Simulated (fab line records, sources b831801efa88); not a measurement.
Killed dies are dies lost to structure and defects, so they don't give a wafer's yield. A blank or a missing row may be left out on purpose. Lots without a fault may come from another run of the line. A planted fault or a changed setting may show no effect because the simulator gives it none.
Which tool did it? | flow gf180mcu | 12 lots, 36 wafers sampled, at 4 steps of a route of 602

WHAT THE GAUGES READ, wafer by wafer
GF_MVSD_OVL_MEAS_07.
lot  | measured    | on         | MVSD_OVL (nm)
L262 | day 4 15:53 | overlay-01 | -0.8 -2.3 -2.1
L263 | day 4 19:16 | overlay-01 | -1.4 -0.7 -0.6
L264 | day 5 01:02 | overlay-01 | -1.6 -0.1 -1.6
L271 | day 6 18:37 | overlay-01 | - - -
L275 | day 7 15:15 | overlay-02 | -3.0 -3.5 -2.0
L276 | day 7 19:14 | overlay-02 | -2.4 -2.6 -2.5
L277 | day 8 01:44 | overlay-02 | 1.3 1.2 0.3
L278 | day 8 06:29 | overlay-02 | -1.7 -2.2 -0.3
L279 | day 8 12:13 | overlay-02 | 0.9 1.1 -0.1
L282 | day 9 05:50 | overlay-01 | 0.0 0.0 0.1
L284 | day 9 17:34 | overlay-01 | 0.5 -0.3 0.1
L285 | day 9 22:48 | overlay-02 | 1.9 2.1 1.4

GF_MVSD_TW_MEAS_11.
lot  | measured    | on            | MVSD_TW
L262 | day 4 16:19 | film_metro-03 | 1573 1570 1569
L263 | day 4 19:43 | film_metro-03 | 1572 1576 1579
L264 | day 5 01:29 | film_metro-03 | 1564 1562 1568
L271 | day 6 19:04 | film_metro-02 | 30 30 30
L275 | day 7 15:41 | film_metro-01 | 1599 1590 1598
L276 | day 7 19:40 | film_metro-01 | 1598 1598 1604
L277 | day 8 02:10 | film_metro-03 | 1559 1567 1563
L278 | day 8 06:55 | film_metro-03 | 1557 1569 1566
L279 | day 8 12:39 | film_metro-02 | 1573 1571 1575
L282 | day 9 06:17 | film_metro-01 | 1603 1597 1601
L284 | day 9 18:00 | film_metro-01 | 1593 1602 1603
L285 | day 9 23:14 | film_metro-01 | 1596 1596 1596

GF_NSD_CD_MEAS_07: target cd 400 nm.
lot  | measured     | on        | cd_nm (nm)
L262 | day 13 14:01 | cd_sem-02 | 398.1 395.2 398.0
L263 | day 13 15:05 | cd_sem-01 | 399.9 398.9 398.0
L264 | day 14 04:22 | cd_sem-01 | 401.9 400.1 401.6
L271 | day 16 15:49 | cd_sem-01 | 400.8 399.9 400.4
L275 | day 18 01:59 | cd_sem-01 | 399.9 397.0 398.5
L276 | day 18 04:54 | cd_sem-01 | 401.5 401.5 399.6
L277 | day 18 15:44 | cd_sem-01 | 401.4 400.7 400.9
L278 | day 19 00:10 | cd_sem-01 | 402.1 400.5 402.1
L279 | day 19 06:29 | cd_sem-01 | 397.2 398.5 397.5
L282 | day 20 09:43 | cd_sem-02 | 401.0 400.9 400.7
L284 | day 20 22:19 | cd_sem-01 | 397.6 397.8 397.6
L285 | day 21 10:00 | cd_sem-02 | 399.9 398.5 397.1

WHICH TOOL RAN EACH LOT (tool, then ch and the chambers of the sampled wafers, then the start)
lot  | GF_MVSD_EXPOSE_04
L262 | iline_stepper-02 ch 0, day 4 09:09
L263 | iline_stepper-02 ch 0, day 4 12:41
L264 | iline_stepper-01 ch 0, day 4 18:53
L271 | iline_stepper-01 ch 0, day 6 11:07
L275 | iline_stepper-02 ch 0, day 7 07:49
L276 | iline_stepper-02 ch 0, day 7 11:20
L277 | iline_stepper-01 ch 0, day 7 17:46
L278 | iline_stepper-01 ch 0, day 7 22:24
L279 | iline_stepper-01 ch 0, day 8 04:36
L282 | iline_stepper-02 ch 0, day 8 21:47
L284 | iline_stepper-01 ch 0, day 9 09:31
L285 | iline_stepper-01 ch 0, day 9 14:37
- GF_MVSD_EXPOSE_04: exposes mask MVSD, target cd 1000 nm.

WHAT THE TOOLS THEMSELVES READ (means of the sampled wafers that have a number; where no wafer has one, the mark that the record gives instead)
GF_MVSD_EXPOSE_04.
lot  | tool             | stage_vel_mm_s (mm/s)
L262 | iline_stepper-02 | 499.80
L263 | iline_stepper-02 | 500.30
L264 | iline_stepper-01 | 499.75
L271 | iline_stepper-01 | 499.87
L275 | iline_stepper-02 | 500.10
L276 | iline_stepper-02 | 500.23
L277 | iline_stepper-01 | 500.25
L278 | iline_stepper-01 | 499.78
L279 | iline_stepper-01 | 499.92
L282 | iline_stepper-02 | 499.89
L284 | iline_stepper-01 | 500.27
L285 | iline_stepper-01 | 500.07

THE ANSWER, worked out from the rows above alone
Rule: what is usual is taken from the lots themselves. Put in order of their means at a reading, lots are off if they are a third of the lots or fewer, leave a main group of 4 or more, and stand apart from it by a gap of 3 or more times the standard deviation of the main group's means; of several such gaps the widest counts. A main group whose means are all the same, to the digits that the tables above print for the reading, isn't used. A lot without any number at a reading at which 4 lots or more have one is off too. The other lots that the step has rows for count as sound. The gauges are gone through in route order, then the tools' own readings, and for those a lot's mean is taken as printed above. The first step at which some lot is off is used, and at that step the reading that is off furthest; a lot without a number counts as furthest.
Off: L271, at GF_MVSD_OVL_MEAS_07 (MVSD_OVL). Without a number there: L271. The main group: mean -0.6 nm, standard deviation 1.4.
A tool fits if, at a process step before that reading, it ran every lot that is off, and no sound lot after the first of them. The gauges at GF_MVSD_OVL_MEAS_07 aren't tried: what is off there is off at GF_MVSD_TW_MEAS_11 too, on other tools, and a gauge's error can't cause that. None of those tried fits.

WHAT THE SIMULATOR HAD PUT IN
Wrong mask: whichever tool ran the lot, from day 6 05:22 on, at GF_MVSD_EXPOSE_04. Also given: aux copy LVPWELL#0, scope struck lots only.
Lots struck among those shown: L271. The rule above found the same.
